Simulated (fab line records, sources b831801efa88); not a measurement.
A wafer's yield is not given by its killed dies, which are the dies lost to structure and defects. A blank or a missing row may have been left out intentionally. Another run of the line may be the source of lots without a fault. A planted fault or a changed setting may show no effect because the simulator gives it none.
Code-filled problem report in 8D (eight disciplines) form + flow gf180mcu + the parts of the form that need people (team, actions taken, sign-off) are left out

## 1. PROBLEM STATEMENT
Mean of cd-nm at GF_SAB_CD_MEAS_09: 436.9 nm across 6 wafers in 2 lots; on wafers with no fault it is 419.9 nm (standard deviation 2.2). Measured from the usual mean, that is +7.7 standard deviations.
The step: target cd 420 nm.
First seen on wafer L730.2, day 19 21:06, on cd-sem-01. At this step, 39 wafers from 13 lots have a number in the record. By rule, "out" or "out of limits" means more than 4 standard deviations away from the usual mean. The rest of the wafers with a number are treated as sound.

## 2. WHAT IT IS AND WHAT IT IS NOT
| question                    | is                     | is not                                                                          |
|-----------------------------|------------------------|---------------------------------------------------------------------------------|
| which readings at this step | cd-nm                  | -                                                                               |
| which lots                  | L730, L735             | L717, L718, L719, L720, L721, L725, L726, L727, L737, L738, L740                |
| which wafers of those lots  | all that have a number | -                                                                               |
| read on which gauges        | cd-sem-01, cd-sem-02   | -                                                                               |
| when                        | from day 19 21:06      | up to then (24 sound wafers); but 9 sound wafers of L737, L738, L740 came after |

## 3. WHAT RULES OUT EACH SUSPECT
Counting: a tool at any process step up to the reading remains a suspect when it ran all the lots that are out and ran no sound lot after the first of those.
- the gauge at GF_SAB_CD_MEAS_09 is ruled out. Those wafers that are out were read across 2 gauges (cd-sem-01, cd-sem-02).
- plasma-asher-01 at GF_HV_LDD_STRIP_49 (strips in O2/N2): ruled out as a lasting fault. Sound lots L737, L740 ran on it after its first lot that is out, L730 (day 16 17:35).
- iline-stepper-01 at GF_SAB_EXPOSE_06 (exposes mask SAB, target cd 420 nm): kept. It processed each lot that is out, first L730 at day 19 08:50, and no sound lot thereafter; up to then, the last sound lot it processed was L727 at day 18 08:15. Out on those wafers are its own readings of exposure-dose-mJ-cm2.
The count leaves iline-stepper-01 at GF_SAB_EXPOSE_06.

## 4. THE CAUSE (what the simulator had put in)
Process parameters drifting: iline-stepper-01 at GF_SAB_EXPOSE_06, beginning at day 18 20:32. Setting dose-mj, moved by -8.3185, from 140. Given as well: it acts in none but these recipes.
The count eliminated every tool but this one.

## 5. THE EFFECT CHAIN, in route order
One row per reading whose mean, taken over the struck wafers that have a number, lies over 3 standard deviations from the usual. Readings are gone through only where the record gives a usual standard deviation; hours: the median, over the lots, of the time from a lot's start at the first step in this table giving one to that lot's start at this step; sigmas: the change measured in usual standard deviations.
| hours | step              | reading              | usual    | on struck wafers | change | sigmas |
|-------|-------------------|----------------------|----------|------------------|--------|--------|
| 0     | GF_SAB_EXPOSE_06  | exposure-dose-mJ-cm2 | 140.04   | 132.57           | -7.47  | -62    |
| 12    | GF_SAB_CD_MEAS_09 | cd-nm                | 419.9 nm | 436.9            | +17.0  | +7.7   |
It contains these process steps:
- GF_SAB_EXPOSE_06: exposes mask SAB, target cd 420 nm.

## 6. HOW IT WOULD HAVE BEEN CAUGHT EARLIER
25 hours passed between the start of the fault at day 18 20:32 and the first reading out of limits at a measuring or inspecting step in this record, taken at day 19 21:06.
Tool's own readings at GF_SAB_EXPOSE_06, exposure-dose-mJ-cm2: out on all struck wafers the step has rows for; an alarm limit on them would have tripped on the first.
Lots out: 2; of these, L735 started GF_SAB_EXPOSE_06 on iline-stepper-01 after day 19 21:06. It would have been spared by a hold on the tool at that moment.
